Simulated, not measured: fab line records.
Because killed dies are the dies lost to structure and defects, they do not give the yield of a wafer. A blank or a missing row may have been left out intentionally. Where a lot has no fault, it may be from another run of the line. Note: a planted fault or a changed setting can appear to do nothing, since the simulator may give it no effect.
Split-lot trial | flow sky130 | 23 wafers read across 5 lots, on a route 708 steps long

== THE SPLIT ITSELF ==
At SKY_VIA2_SPUTTER_20 (material TiN, target thk 20 nm, time 80 s), the setting power w was moved away from the recipe's 4000 W on 6 of the 23 wafers read, by -5.9% to +11.1%. For the rest of the wafers, this setting stayed at what the recipe calls for.

The reading comes from the split's own step.

== THE READING ==
TiN_of_VIA2_SPUTTER_20.thk nm (the simulator's own value, which no gauge read), in nm, at SKY_VIA2_SPUTTER_20 (material TiN, target thk 20 nm, time 80 s). No usual value for it is given in the file. Average 19.96 nm, standard deviation 0.29 nm, over the 17 wafers here run with the recipe.

wafer  | tool, chamber at the split | power w as run, W | against the recipe | TiN_of_VIA2_SPUTTER_20.thk nm, nm | against lot-mates on the recipe
L074.1 | pvd sputter-03, -          | 4000              | recipe             | 19.63                             | -
L074.2 | pvd sputter-03, -          | 4000              | recipe             | 20.09                             | -
L074.3 | pvd sputter-03, -          | 4000              | recipe             | 19.66                             | -
L074.5 | pvd sputter-03, -          | 4000              | recipe             | 19.64                             | -
L074.6 | pvd sputter-03, -          | 4000              | recipe             | 19.91                             | -
L076.1 | pvd sputter-03, -          | 4000              | recipe             | 20.13                             | -
L076.2 | pvd sputter-03, -          | 4000              | recipe             | 20.44                             | -
L076.5 | pvd sputter-03, -          | 4000              | recipe             | 20.29                             | -
L080.2 | pvd sputter-01, -          | 3764              | -5.9%              | 18.67                             | -0.91
L080.3 | pvd sputter-01, -          | 4000              | recipe             | 19.64                             | -
L080.4 | pvd sputter-01, -          | 3764              | -5.9%              | 18.79                             | -0.79
L080.5 | pvd sputter-01, -          | 4000              | recipe             | 19.52                             | -
L080.6 | pvd sputter-01, -          | 3764              | -5.9%              | 18.56                             | -1.02
L079.1 | pvd sputter-03, -          | 4000              | recipe             | 20.09                             | -
L079.2 | pvd sputter-03, -          | 4000              | recipe             | 20.18                             | -
L079.5 | pvd sputter-03, -          | 4000              | recipe             | 20.18                             | -
L079.3 | pvd sputter-03, -          | 4000              | recipe             | 20.05                             | -
L079.4 | pvd sputter-03, -          | 4000              | recipe             | 20.36                             | -
L083.1 | pvd sputter-03, -          | 4000              | recipe             | 19.6                              | -
L083.2 | pvd sputter-03, -          | 4443              | +11.1%             | 22.02                             | +2.29
L083.3 | pvd sputter-03, -          | 4443              | +11.1%             | 22.06                             | +2.32
L083.5 | pvd sputter-03, -          | 4000              | recipe             | 19.87                             | -
L083.6 | pvd sputter-03, -          | 4443              | +11.1%             | 22.03                             | +2.30

THE FIT
A straight line over all 23 wafers: TiN_of_VIA2_SPUTTER_20.thk nm changes by +0.195 nm for each +1% of power w; r = +0.96; the points scatter about the line by 0.27 nm.
The same after taking each lot's own level away (the mean of its wafers on the recipe; 23 wafers): +0.194 nm for each +1%; r = +0.99; scatter 0.16 nm.
That fit puts the effect of the largest move of power w on the reading at 2.2 nm.
The lots' own levels span 19.580 to 20.287 nm, that is 2.5 times the standard deviation above.
The two slopes are in agreement: the lot-to-lot level therefore moves the slope only a little.
Check: with one of the wafers moved furthest among these (+11.1%) left out of the fit, the line predicts +2.17 nm for it against its lot-mates. Against them it came out at +2.29 nm.

== FURTHER SPLITS ON THESE WAFERS ==
Note: prior to the reading, these wafers also went through further splits. Each is held against what the fit with the lots' levels taken away leaves over:
other split on the same wafers          | wafers away from the commonest value | r with TiN_of_VIA2_SPUTTER_20.thk nm (lot level and that fit taken away)
SKY_VIA1_SPUTTER_20 chamber pressure pa | 18                                   | -0.30
SKY_METAL2_SPUTTER_02 time s            | 8                                    | +0.34
SKY_METAL2_COAT_10 resist thk nm        | 9                                    | -0.33
SKY_VIA2_ETCH_15 time s                 | 9                                    | +0.26

== THE FILE'S OWN FIT ==
TiN_of_VIA2_SPUTTER_20.thk nm changes by +0.196 nm for each +1% of power w, r = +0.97.
